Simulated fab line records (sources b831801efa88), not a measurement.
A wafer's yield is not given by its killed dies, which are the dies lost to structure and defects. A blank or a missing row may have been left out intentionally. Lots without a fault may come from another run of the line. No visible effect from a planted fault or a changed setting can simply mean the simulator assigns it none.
Struck lot and sound lot, side by side -- flow gf180mcu -- 14 out of 602 route steps
Sound: wafers L181.2, L181.4, L181.5. Struck: wafers L190.2, L190.3, L190.5. The cause is named last.
At each step with rows: each side's tool, then ch and its chambers, then its first start. Under that, the readings that differ: sound wafers -- struck wafers -- difference of the means -- sigmas: that difference in standard deviations of wafers without a fault.
alike: a reading whose means differ by less than 2 such deviations, as well as words and numbers matching on both sides. not compared: withheld readings; readings where some wafer has no value; bounds like >300 that might hide an equal value; numbers whose values overlap and for which the record gives no deviation.
A row with sigmas, a row that says differs or no value, or rows on one side alone: a step with any of these is where the two part. Numbers that have no deviation but don't overlap get no sigmas and don't part them. Lack of a reading on every wafer of one side parts them only where that side has two or more wafers.

GF_V3_CD_MEAS_14 targets a cd of 260 nm.
  struck on cdSem-02, day 26 15:25; sound on cdSem-02, day 24 03:34
  alike: cdNm
GF_V3_OVL_MEAS_15:
  struck on overlay-01, day 26 15:32; sound on overlay-02, day 24 03:41
reading,sound,struck,difference,sigmas
V3_OVL (nm),7 1 4,-9 -7 -8,-12,-2
GF_V3_ETCH_16: etches BARC in N2/H2.
  sound on rieDiel-01 ch 1,2,3, day 24 03:43; struck on rieDiel-01 ch 0,1,2, day 26 15:34
  alike: drypumpMotorCurrentA, oesProductAu, throttleValvePct
GF_V3_ETCH_17: etches SiO2 in C4F8/O2/Ar, stops on TiN, target depth 635 nm.
  sound on rieDiel-01 ch 1,2,3; struck on rieDiel-01 ch 0,1,2
  alike: oesProductAu
GF_V3_STRIP_18: strips in O2/N2.
  sound on plasmaAsher-01 ch 0, day 24 03:50; struck on plasmaAsher-02 ch 0,1, day 26 15:41
reading,sound,struck,difference,sigmas
heaterPowerW (W),375 373 378,279 353 293,-67,-3
  alike: drypumpMotorCurrentA, oesProductAu
  not compared: rfHoursCounterH
then, 3 steps without rows for these wafers: GF_V3_STRIP_19 (strips in post etch residue remover, time 1200 s); GF_V3_CLEAN_20 (cleans in DIW); GF_V3_SPUTTER_21 (material Ti, target thk 15 nm, time 80.02 s).
GF_V3_SPUTTER_22: material TiN, target thk 10 nm, time 40 s.
  struck on pvdSputter-01, day 26 16:19; sound on pvdSputter-03, day 24 04:28
  alike: throttleValvePct
GF_V3_CVD_23: deposits W, target thk 350 nm, time 104.9 s.
  sound on cvdW-02 ch 1, day 24 04:30; struck on cvdW-02 ch 0,1, day 26 16:22
  alike: heaterPowerW
GF_V3_RS_MEAS_24: a four-point-probe measurement.
  struck on filmMetro-04, day 26 16:29; sound on filmMetro-02, day 24 04:38
  alike: V3_W_RS
GF_V3_THK_MEAS_25: measures by xrf.
  struck on filmMetro-04, day 26 16:36; sound on filmMetro-02, day 24 04:45
  alike: V3_W_THK
GF_V3_CMP_26: polishes, stops on SiO2, t overpolish 15 s, target thk 0 nm.
  sound on cmp-02 ch 1,2, day 24 04:51; struck on cmp-01 ch 0,2, day 26 16:42
reading,sound,struck,difference,sigmas
overpolishRunS (s),15.011 15.009 14.974,0.046 0.045 0.035,-14.956,-99 or more
timeToEndpointS (s),84 91 87,131 132 132,+44,+10
  alike: motorCurrentA, retainingRingPressureFrac
-- the record jumps here: 6 days lie between the struck wafers' starts before and after (it left off in module V3 and takes up again in module PASSIVATION, whose first step shown is number 602 of the route) --
GF_PASSIVATION_PROBE_99:
  record: rows for the struck wafers here (prober-01, day 32 14:04), none for the sound ones

WHERE THEY PART
Earliest at GF_V3_OVL_MEAS_15; latest, in this record, at GF_PASSIVATION_PROBE_99.

WHY: the cause the simulator had injected
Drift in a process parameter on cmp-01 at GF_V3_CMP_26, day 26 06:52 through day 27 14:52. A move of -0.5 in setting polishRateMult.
